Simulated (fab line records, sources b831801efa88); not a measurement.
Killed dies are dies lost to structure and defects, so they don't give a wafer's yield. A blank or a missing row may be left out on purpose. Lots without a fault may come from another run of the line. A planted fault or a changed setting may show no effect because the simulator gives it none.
A struck lot beside a sound one | flow sfq_line | 24 steps out of a route of 325
Sound: wafers L363.1, L363.4, L363.6. Struck: wafers L378.3, L378.4, L378.5. The cause comes at the end.
At each step with rows: each side's tool, then ch and its chambers, then its first start. Under that, the readings that differ: sound wafers | struck wafers | difference of the means | sigmas: that difference in standard deviations of wafers without a fault.
alike: readings whose means differ by less than 2 such deviations, and words and numbers that are the same on both sides. not compared: withheld readings, readings that some wafer has no value for, bounds like >300 that may hide the same value, and numbers for which the record gives no deviation and whose values overlap.
The two part at a step that has a row with sigmas, a row that says differs or no value, or rows on one side only. Numbers that don't overlap but have no deviation are shown without sigmas and don't part them. A reading that every wafer of one side lacks parts them only if that side has two wafers or more.

first, 1 step without rows for these wafers: SFQ_TRILAYER_M0_STRIP_SOLV_CLEAN_026 (cleans in NMP, time 600 s).
SFQ_TRILAYER_I0_DEP_PECVD_027: deposits SiO2 from SiH4/N2O, time 111.11 s, target thk 500 nm.
  sound on pecvd-02 ch 0,1, day 7 07:37; struck on pecvd-03 ch 1,2, day 12 06:41
  alike: heater_power_outer_w, heater_power_w, susceptor_temp_C, throttle_valve_pct
SFQ_TRILAYER_I0_CMP_CMP_028: polishes SiO2.
  sound on cmp-01 ch 1,2,3, day 7 08:14; struck on cmp-02 ch 0,1,2, day 12 08:17
  alike: motor_current_A, time_to_endpoint_s
SFQ_I0_BOW_MEAS_907:
  sound on film_metro-04, day 7 10:44; struck on film_metro-04, day 12 10:50
  alike: I0_BOW
SFQ_TRILAYER_I0_METRO_MEASURE_029:
  sound on film_metro-04, day 7 10:51; struck on film_metro-04, day 12 11:19
  alike: thk_nm
then, 6 steps without rows for these wafers: SFQ_TRILAYER_I0_VIA_LITHO_COAT_036 (resist thk 62 nm); SFQ_TRILAYER_I0_VIA_LITHO_COAT_031 (resist thk 650 nm); SFQ_TRILAYER_I0_VIA_LITHO_SOFTBAKE_035; SFQ_TRILAYER_I0_VIA_LITHO_EXPOSE_032 (exposes mask I0, target cd 500 nm); SFQ_TRILAYER_I0_VIA_LITHO_PEB_034 (peb time 60 s); SFQ_TRILAYER_I0_VIA_LITHO_DEVELOP_033 (time 60 s).
-- the record jumps here: 2 days lie between the struck wafers' starts before and after --
SFQ_I0_OVL_MEAS_908:
  sound on overlay-02, day 9 14:22; struck on overlay-02, day 14 13:02
  alike: I0_OVL
SFQ_TRILAYER_I0_VIA_BARC_OPEN_VIA_ETCH_046: etches BARC in O2, target depth 125 nm, time 41.7 s.
  sound on rie_diel-01 ch 0,1, day 9 14:24; struck on rie_diel-01 ch 1,3, day 14 13:04
  no value came back on the struck wafers for bias_w (W), chamber_pressure_mTorr (mTorr), drypump_motor_current_A (A), oes_product_au (a.u.); on the sound wafers bias_w (W) reads 80.29 79.98 80.60
  reading                                                 | sound             | struck          | difference | sigmas
  model.KrF_of_TRILAYER_I0_VIA_LITHO_COAT_031.thk_nm (nm) | 572.9 574.2 572.9 | 626 622.6 625.5 | +51        |
  not compared: rf_hours_counter_h
SFQ_TRILAYER_I0_VIA_ETCH_VIA_ETCH_034: etches SiO2 in CHF3, stops on Nb, target depth 260 nm.
  sound on rie_diel-01 ch 0,1, day 9 14:26; struck on rie_diel-01 ch 1,3, day 14 13:06
  reading                                                 | sound             | struck            | difference | sigmas
  oes_product_au (a.u.)                                   | 0.858 0.852 0.850 | 0.368 0.364 0.379 | -0.483     | -99 or more
  model.KrF_of_TRILAYER_I0_VIA_LITHO_COAT_031.thk_nm (nm) | 528.1 528.4 527.8 | 580.3 577.3 579.7 | +51.0      |
  alike: bias_w, chamber_pressure_mTorr, drypump_motor_current_A
SFQ_TRILAYER_I0_VIA_STRIP_STRIP_035: strips in O2.
  sound on rie_metal-02 ch 0,1, day 9 14:34; struck on rie_metal-02 ch 0,1, day 14 13:25
  alike: drypump_motor_current_A, oes_product_au
  not compared: rf_hours_counter_h
then, 2 steps without rows for these wafers: SFQ_TRILAYER_I0_VIA_STRIP_SOLV_CLEAN_036 (cleans in NMP, time 600 s); SFQ_TRILAYER_M1_DEP_PRE_CLEAN_038 (time 22.5 s).
SFQ_TRILAYER_M1_DEP_SPUTTER_037: material Nb, target thk 200 nm, time 133.3 s.
  sound on pvd_sputter-04, day 9 15:22; struck on pvd_sputter-05, day 14 14:01
  alike: throttle_valve_pct
SFQ_M1_RS_MEAS_909: measures by four-point-probe.
  sound on film_metro-03, day 9 15:27; struck on film_metro-01, day 14 14:09
  alike: M1_NB_RS
then, 3 steps without rows for these wafers: SFQ_TRILAYER_M1_LITHO_COAT_044 (resist thk 62 nm); SFQ_TRILAYER_M1_LITHO_COAT_039 (resist thk 600 nm); SFQ_TRILAYER_M1_LITHO_SOFTBAKE_043.
-- the record jumps here: 2 days lie between the struck wafers' starts before and after --
SFQ_TRILAYER_M1_LITHO_EXPOSE_040: exposes mask M1, target cd 500 nm.
  sound on krf_scanner-01 ch 0, day 11 14:49; struck on krf_scanner-01, day 16 23:18
  no value came back on the struck wafers for exposure_dose_mJ_cm2, focus_offset_nm (nm); on the sound wafers exposure_dose_mJ_cm2 reads 14.410 14.407 14.399
  alike: mask
then, 1 step without rows for these wafers: SFQ_TRILAYER_M1_LITHO_PEB_042 (peb time 60 s).

WHERE THEY PART
First at SFQ_TRILAYER_I0_VIA_BARC_OPEN_VIA_ETCH_046; last, within this record, at SFQ_TRILAYER_M1_LITHO_EXPOSE_040.

WHY: what the simulator had put in
Skipped step whole: rie_diel-01, from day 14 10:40 on, at SFQ_TRILAYER_I0_VIA_BARC_OPEN_VIA_ETCH_046. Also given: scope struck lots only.
